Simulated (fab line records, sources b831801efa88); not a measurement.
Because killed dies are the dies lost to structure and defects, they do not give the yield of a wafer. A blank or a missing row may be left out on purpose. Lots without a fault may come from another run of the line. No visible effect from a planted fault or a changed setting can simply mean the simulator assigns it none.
Problem report in the 8D (eight disciplines) form, filled by code / flow sky130 / the parts of the form that need people (team, actions taken, sign-off) are left out

== 1. THE PROBLEM ==
At SKY_SPACER_ETCHBACK_02, run-length-s averages 93.9 s over 2 wafers from 2 lots, while fault-free wafers read 75.2 s, standard deviation 0.5. Relative to the usual mean, that is a shift of +37 standard deviations.
The step: etches Si3N4 in CH3F/O2, stops on SiO2, time 46.7 s, target depth 45 nm.
Seen first at day 25 23:19 on rie-diel-01, wafer L208.2. The record holds 18 wafers of 6 lots with a number at this step. By rule, "out" or "out of limits" means more than 4 standard deviations away from the usual mean. The other wafers with a number count as sound.

== 2. WHAT THIS IS AND IS NOT ==
question=which readings at this step | is=run-length-s, oes-product-au | is not=chamber-pressure-mTorr, drypump-motor-current-A, rf-fwd-power-W, throttle-valve-pct
question=which lots | is=L208, L209 | is not=L202, L206, L215, L216
question=which wafers of those lots | is=L208.2, L209.4 | is not=L208.3, L208.4, L209.2, L209.6
question=read on which tools | is=rie-diel-01 | is not=rie-diel-04
question=when | is=from day 25 23:19 | is not=up to then (8 sound wafers); but 8 sound wafers of L209, L215, L216 came after

== 3. WHAT RULES OUT EACH SUSPECT ==
Counting: if a tool at a process step up to the reading ran every lot that is out, it stays a suspect. Sound lots after the first of them don't rule it out here, since some wafers of a struck lot are sound.
- rie-diel-01 at SKY_SPACER_ETCHBACK_02 (etches Si3N4 in CH3F/O2, stops on SiO2, time 46.7 s, target depth 45 nm): kept. It processed each lot that is out (first: L208, day 25 23:19); up to then, its last sound lot is L206 (day 25 20:54). Out on those wafers are its own readings of oes-product-au, run-length-s.
- In rie-diel-01 at SKY_SPACER_ETCHBACK_02, the wafers that are out were processed in chamber 0 and their sound lot-mates in chambers 2, 3.
Left after counting: rie-diel-01 at SKY_SPACER_ETCHBACK_02.

== 4. THE CAUSE (what the simulator had put in) ==
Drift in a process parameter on rie-diel-01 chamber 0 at SKY_SPACER_ETCHBACK_02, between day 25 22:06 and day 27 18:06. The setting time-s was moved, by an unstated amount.
Only this tool survived the counting.

== 5. SEQUENCE OF EFFECTS, ordered by route ==
Rows list readings where the struck wafers' mean (over those with a number) sits beyond 3 standard deviations from the usual. Readings are gone through only where the record gives a usual standard deviation; hours: the median, over the lots, of the time from a lot's start at the first step in this table giving one to that lot's start at this step; sigmas: the change measured in usual standard deviations.
hours=0; step=SKY_SPACER_ETCHBACK_02; reading=oes-product-au; usual=0.854 a.u.; on struck wafers=0.705; change=-0.149; sigmas=-21
hours=0; step=SKY_SPACER_ETCHBACK_02; reading=run-length-s; usual=75.2 s; on struck wafers=93.9; change=+18.7; sigmas=+37
hours=29; step=SKY_POLY_CUT_ETCH_11; reading=oes-product-au; usual=0.828 a.u.; on struck wafers=0.784; change=-0.043; sigmas=-6.5
It contains these process steps:
- SKY_SPACER_ETCHBACK_02: etches Si3N4 in CH3F/O2, stops on SiO2, time 46.7 s, target depth 45 nm.
- SKY_POLY_CUT_ETCH_11: etches Si3N4 in CF4/CH2F2/Ar, stops on poly-Si, time 42.5 s, target depth 60 nm.
At these later measuring or inspecting steps, every struck wafer for which the step has a row has a number for every such reading, and none has moved that far: SKY_POLY_CUT_CD_MEAS_08, SKY_POLY_CUT_OVL_MEAS_09.

== 6. HOW IT WOULD HAVE BEEN CAUGHT EARLIER ==
In this record the first reading out of limits was taken at day 25 23:19, 1 hour after the fault began at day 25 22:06.
